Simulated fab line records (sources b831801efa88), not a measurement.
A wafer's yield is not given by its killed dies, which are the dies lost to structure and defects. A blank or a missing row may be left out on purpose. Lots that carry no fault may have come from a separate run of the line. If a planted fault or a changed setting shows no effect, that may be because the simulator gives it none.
Struck lot and sound lot, side by side :: flow sky130 :: 43 steps out of a route of 708
Sound: these wafers, L185.1, L185.3, L185.5. The struck wafers were L190.1, L190.2, L190.3. Last of all comes the cause.
Per side, at each step with rows, come the tool, then ch with its chambers, and then its first start. Under that, the readings that differ: sound wafers :: struck wafers :: difference of the means :: sigmas: that difference in standard deviations of wafers without a fault.
alike: readings whose means differ by less than 2 such deviations, and words and numbers that are the same on both sides. not compared: withheld readings, readings that some wafer has no value for, bounds like >300 that may hide the same value, and numbers for which the record gives no deviation and whose values overlap.
The two part at a step that has a row with sigmas, a row that says differs or no value, or rows on one side only. Numbers that have no deviation but don't overlap get no sigmas and don't part them. A reading missing from all wafers of one side parts the sides only when that side holds two or more wafers.

first, 6 steps without rows for these wafers: SKY_SONOS_TUNNEL_HMDS_01 (prime time 60 s); SKY_SONOS_TUNNEL_COAT_02 (resist thk 1140 nm); SKY_SONOS_TUNNEL_SOFTBAKE_03 (time 60 s); SKY_SONOS_TUNNEL_EXPOSE_04 (exposes mask TUNM, target cd 410 nm); SKY_SONOS_TUNNEL_PEB_05; SKY_SONOS_TUNNEL_DEVELOP_06 (develop time 60 s).
SKY_SONOS_TUNNEL_CD_MEAS_07: the cd target is 410 nm.
  struck on cdSem-01, day 12 23:43; sound on cdSem-02, day 11 09:37
  alike: cdNm
SKY_SONOS_TUNNEL_OVL_MEAS_08:
  struck on overlay-02, day 12 23:50; sound on overlay-02, day 11 09:44
  alike: SONOS_TUNNEL_OVL
then, 3 steps without rows for these wafers: SKY_SONOS_TUNNEL_IMPLANT_09; SKY_SONOS_TUNNEL_WET_ETCH_10 (etches SiO2 in dHF, target depth 14 nm, time 280 s); SKY_SONOS_TUNNEL_STRIP_11 (strips in SPM, time 600 s).
SKY_SONOS_TUNNEL_TW_MEAS_12:
  struck on filmMetro-03, day 13 00:19; sound on filmMetro-03, day 11 10:13
  alike: SONOS_TUNNEL_TW
SKY_SONOS_TUNNEL_CLEAN_13: cleans in dHF, time 20 s.
  sound on wetBench-01 ch 1, day 11 10:17; struck on wetBench-03 ch 0, day 13 00:22
then, 1 step without rows for these wafers: SKY_SONOS_ONO_OXIDATION_00 (stabilise 600 s, purge 300 s, target thk 2.6 nm).
SKY_SONOS_ONO_THK_MEAS_01:
  struck on filmMetro-02, day 13 02:35; sound on filmMetro-02, day 11 16:12
  alike: SONOS_ONO_OXIDATION_THK
then, 1 step without rows for these wafers: SKY_SONOS_ONO_CVD_02 (deposits Si3N4 from DCS/NH3, target thk 10.5 nm, time 180 s).
SKY_SONOS_ONO_THK_MEAS_03:
  struck on filmMetro-04, day 13 03:42; sound on filmMetro-04, day 11 18:14
reading: SONOS_ONO_CVD_02_THK (nm)
sound: 10.76 10.91 10.97
struck: 10.50 10.54 10.62
difference: -0.33
sigmas: -2
then, 1 step without rows for these wafers: SKY_SONOS_ONO_CVD_04 (deposits SiO2 from SiH4/N2O, target thk 5.7199 nm).
SKY_SONOS_ONO_THK_MEAS_05:
  struck on filmMetro-01, day 13 05:01; sound on filmMetro-04, day 11 19:32
  alike: SONOS_ONO_CVD_04_THK
then, 7 steps without rows for these wafers: SKY_SONOS_ONO_DEHYDRATE_06 (time 60 s); SKY_SONOS_ONO_HMDS_07 (prime time 60 s); SKY_SONOS_ONO_COAT_08 (resist thk 1140 nm); SKY_SONOS_ONO_SOFTBAKE_09 (time 60 s); SKY_SONOS_ONO_EXPOSE_10 (exposes mask ONOM, target cd 410 nm); SKY_SONOS_ONO_PEB_11; SKY_SONOS_ONO_DEVELOP_12 (develop time 60 s).
SKY_SONOS_ONO_CD_MEAS_13: the cd target is 410 nm.
  struck on cdSem-02, day 14 06:37; sound on cdSem-02, day 12 19:37
  alike: cdNm
SKY_SONOS_ONO_OVL_MEAS_14:
  struck on overlay-01, day 14 06:44; sound on overlay-02, day 12 19:44
reading: SONOS_ONO_OVL (nm)
sound: 3.8 2.9 -0.5
struck: -2.6 -1.6 -1.3
difference: -3.9
sigmas: -2
SKY_SONOS_ONO_ETCH_15: etches the open film in CHF3/O2, target depth 19.52 nm, time 7.8 s.
  sound on rieDiel-04 ch 0,2, day 12 19:46; struck on rieDiel-02 ch 0,1,2, day 14 06:46
  alike: drypumpMotorCurrentA, oesProductAu, throttleValvePct
  not compared: rfHoursCounterH
then, 1 step without rows for these wafers: SKY_SONOS_ONO_WET_ETCH_16 (etches SiO2 in dHF, target depth 14 nm, time 280 s).
SKY_SONOS_ONO_STRIP_17: strips in O2/N2.
  sound on plasmaAsher-04 ch 1, day 12 19:52; struck on plasmaAsher-01 ch 0,1, day 14 06:52
  alike: drypumpMotorCurrentA, oesProductAu, stripTimeToEndpointS
  not compared: rfHoursCounterH
then, 3 steps without rows for these wafers: SKY_SONOS_ONO_WET_ETCH_18 (etches Si3N4 in H3PO4, target depth 15 nm, time 172 s); SKY_GATE_OXIDE_CLEAN_00 (cleans in SC1/SC2, time 150 s); SKY_GATE_OXIDE_OXIDATION_01 (stabilise 600 s, purge 300 s, target thk 10.268 nm).
SKY_GATE_OXIDE_THK_MEAS_02:
  struck on filmMetro-03, day 14 08:55; sound on filmMetro-04, day 12 21:29
  alike: GATE_OXIDE_OXIDATION_00_THK
then, 7 steps without rows for these wafers: SKY_GATE_OXIDE_DEHYDRATE_03 (time 60 s); SKY_GATE_OXIDE_HMDS_04 (prime time 60 s); SKY_GATE_OXIDE_COAT_05 (resist thk 1140 nm); SKY_GATE_OXIDE_SOFTBAKE_06 (time 60 s); SKY_GATE_OXIDE_EXPOSE_07 (exposes mask LVOM, target cd 600 nm); SKY_GATE_OXIDE_PEB_08; SKY_GATE_OXIDE_DEVELOP_09 (develop time 60 s).
-- here the record skips 33 days between the struck wafers' starts before and after, leaving off in module GATE_OXIDE and picking up in module PAD_OPEN (first step shown: number 708 of the route) --
SKY_PAD_OPEN_PROBE_99:
  struck on prober-02, day 47 03:11; sound on prober-01, day 46 01:38
reading: killedOnRim
sound: 24 21 20
struck: 19 14 12
difference: -7
sigmas: -2

reading: model.etest.diodeNwellSub.leakLog10ACm2
sound: -7.375 -7.229 -7.444
struck: -7.014 -7.139 -6.83
difference: +0.355
sigmas: 

reading: model.etest.diodeDnwellSub.leakLog10ACm2
sound: -7.148 -7.252 -7.238
struck: -6.73 -6.978 -6.755
difference: +0.39
sigmas: 

reading: model.etest.diodePwellDnwell.leakLog10ACm2
sound: -7.713 -7.731 -7.456
struck: -7.394 -7.256 -7.191
difference: +0.353
sigmas: 
  alike: killed_at_M0_to_M3, killed_at_M4_up, killedAtContacts, killedAtFrontEnd, killedAtOther, killedDies, killedOpen, killedShort
  not compared: model.etest.capOno.gateBvV

== WHERE THEY PART ==
At SKY_SONOS_ONO_THK_MEAS_03 first; at SKY_PAD_OPEN_PROBE_99 last (within this record only).

WHY: the cause the simulator had injected
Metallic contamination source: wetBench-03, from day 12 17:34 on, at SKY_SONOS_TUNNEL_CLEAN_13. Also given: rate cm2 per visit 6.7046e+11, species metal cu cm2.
